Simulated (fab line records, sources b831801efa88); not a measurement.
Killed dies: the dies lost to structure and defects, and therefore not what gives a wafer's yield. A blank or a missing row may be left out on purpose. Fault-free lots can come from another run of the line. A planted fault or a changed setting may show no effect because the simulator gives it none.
Which of the tools did it? ; flow gf180mcu ; 13 lots with 39 wafers sampled at 5 steps, on a route of 602 steps

## WHAT THE GAUGES SHOWED, per wafer
GF_PSD_RS_MEAS_14: measurement is done with a four-point probe.
lot;measured;on;NSD_RS (ohm/sq)
L320;day 15 11:50;film-metro-01;46.17 46.03 46.06
L322;day 16 04:42;film-metro-02;46.09 45.98 46.00
L324;day 16 18:21;film-metro-01;46.04 46.13 46.20
L326;day 17 12:53;film-metro-01;46.15 46.04 46.24
L330;day 19 01:02;film-metro-01;42.68 42.69 42.61
L331;day 19 05:50;film-metro-03;42.69 42.66 42.65
L332;day 19 15:23;film-metro-01;46.06 46.04 46.09
L333;day 20 03:59;film-metro-02;46.15 46.06 46.13
L334;day 20 05:23;film-metro-02;46.03 45.90 46.03
L336;day 20 22:44;film-metro-02;46.19 46.15 46.15
L337;day 21 11:02;film-metro-03;46.11 46.02 46.07
L338;day 21 20:00;film-metro-02;46.20 46.09 46.11
L340;day 22 05:35;film-metro-03;46.12 46.24 46.01

GF_PSD_RS_MEAS_15: measurement is done with a four-point probe.
lot;measured;on;PSD_RS (ohm/sq)
L320;day 15 11:57;film-metro-01;108.86 108.45 108.59
L322;day 16 04:49;film-metro-02;108.30 107.99 108.11
L324;day 16 18:28;film-metro-01;108.56 108.34 108.45
L326;day 17 13:00;film-metro-01;108.76 108.61 108.54
L330;day 19 01:10;film-metro-01;98.64 98.66 98.45
L331;day 19 05:57;film-metro-03;98.19 98.77 98.50
L332;day 19 15:30;film-metro-01;108.46 108.38 108.40
L333;day 20 04:06;film-metro-02;108.47 108.35 108.55
L334;day 20 05:30;film-metro-02;108.42 108.49 108.41
L336;day 20 22:51;film-metro-02;108.40 108.30 108.59
L337;day 21 11:09;film-metro-03;108.62 108.82 108.48
L338;day 21 20:07;film-metro-02;108.74 108.62 108.49
L340;day 22 05:43;film-metro-03;108.59 108.07 108.60

GF_V3_CD_MEAS_14 targets a cd of 260 nm.
lot;measured;on;cd-nm (nm)
L320;day 23 18:15;cd-sem-01;259.6 259.5 260.7
L322;day 24 08:57;cd-sem-02;258.1 259.7 259.6
L324;day 24 21:29;cd-sem-01;259.6 259.8 259.7
L326;day 25 17:42;cd-sem-02;261.4 258.8 259.3
L330;day 27 00:12;cd-sem-02;257.9 259.1 259.4
L331;day 27 04:25;cd-sem-02;259.5 259.2 259.3
L332;day 27 12:41;cd-sem-01;259.9 260.2 260.6
L333;day 27 22:28;cd-sem-01;260.7 259.3 258.1
L334;day 27 22:50;cd-sem-02;259.6 261.2 259.1
L336;day 28 14:26;cd-sem-01;261.9 262.2 262.1
L337;day 29 01:08;cd-sem-02;259.3 259.5 259.3
L338;day 29 08:02;cd-sem-02;260.9 260.7 260.9
L340;day 29 14:53;cd-sem-01;259.7 259.1 258.9

GF_V3_THK_MEAS_25: measures by xrf.
lot;measured;on;V3_W_THK (nm)
L320;day 23 19:24;film-metro-04;379 360 359
L322;day 24 10:08;film-metro-03;382 385 383
L324;day 24 22:38;film-metro-03;381 380 375
L326;day 25 18:51;film-metro-02;363 362 364
L330;day 27 01:21;film-metro-02;355 372 358
L331;day 27 05:34;film-metro-03;361 360 370
L332;day 27 13:50;film-metro-04;365 370 373
L333;day 27 23:40;film-metro-02;367 354 357
L334;day 28 00:01;film-metro-03;357 378 364
L336;day 28 15:41;film-metro-03;368 374 369
L337;day 29 02:19;film-metro-03;368 367 362
L338;day 29 09:10;film-metro-03;371 373 371
L340;day 29 16:01;film-metro-02;378 358 377

## EACH LOT AND THE TOOL THAT RAN IT (in order: tool; ch and the chambers of the sampled wafers; start)
lot;GF_PSD_RTA_13
L320;rtp-anneal-01 ch 0, day 15 11:45
L322;rtp-anneal-01 ch 0, day 16 04:37
L324;rtp-anneal-02 ch 0, day 16 18:16
L326;rtp-anneal-01 ch 0, day 17 12:47
L330;rtp-anneal-01 ch 0, day 19 00:58
L331;rtp-anneal-01 ch 0, day 19 05:44
L332;rtp-anneal-02 ch 0, day 19 15:17
L333;rtp-anneal-02 ch 0, day 20 03:54
L334;rtp-anneal-02 ch 0, day 20 05:17
L336;rtp-anneal-02 ch 0, day 20 22:38
L337;rtp-anneal-02 ch 0, day 21 10:56
L338;rtp-anneal-01 ch 0, day 21 19:55
L340;rtp-anneal-01 ch 0, day 22 05:30
- GF_PSD_RTA_13: time 20 s.

## WHAT THE TOOLS THEMSELVES READ (means of the sampled wafers that have a number; where no wafer has one, the mark that the record gives instead)
GF_PSD_RTA_13.
lot;tool;lamp-power-pct (%);wafer_temp_C_max
L320;rtp-anneal-01;39.7;1028.6
L322;rtp-anneal-01;39.7;1028.2
L324;rtp-anneal-02;35.3;1028.9
L326;rtp-anneal-01;39.7;1028.5
L330;rtp-anneal-01;42.2;1053.3
L331;rtp-anneal-01;42.2;1052.5
L332;rtp-anneal-02;35.2;1028.8
L333;rtp-anneal-02;35.2;1028.7
L334;rtp-anneal-02;35.2;1028.1
L336;rtp-anneal-02;35.2;1029.0
L337;rtp-anneal-02;35.2;1028.6
L338;rtp-anneal-01;39.7;1029.0
L340;rtp-anneal-01;39.6;1029.8

## THE ANSWER, worked out from the rows above alone
Rule: what is usual is taken from the lots themselves. Put in order of their means at a reading, lots are off if they are a third of the lots or fewer, leave a main group of 4 or more, and stand apart from it by a gap of 3 or more times the standard deviation of the main group's means; of several such gaps the widest counts. If all means in a main group match to the digits the tables above print for the reading, that group is not used. A lot without any number at a reading at which 4 lots or more have one is off too. All remaining lots with rows at the step are treated as sound. The gauges are gone through in route order, then the tools' own readings, and for those a lot's mean is taken as printed above. The first step at which some lot is off is used, and at that step the reading that is off furthest; a lot without a number counts as furthest.
Off: L330, L331, at GF_PSD_RS_MEAS_14 (NSD_RS). Main group: mean 46.09 ohm/sq, sd 0.051.
A tool fits if, at a process step before that reading, it ran every lot that is off, and no sound lot after the first of them. The gauges at GF_PSD_RS_MEAS_14 aren't tried: what is off there is off at GF_PSD_RTA_13 too, on other tools, and a gauge's error can't cause that. Of those tried, none fits.

## WHAT THE SIMULATOR PUT IN
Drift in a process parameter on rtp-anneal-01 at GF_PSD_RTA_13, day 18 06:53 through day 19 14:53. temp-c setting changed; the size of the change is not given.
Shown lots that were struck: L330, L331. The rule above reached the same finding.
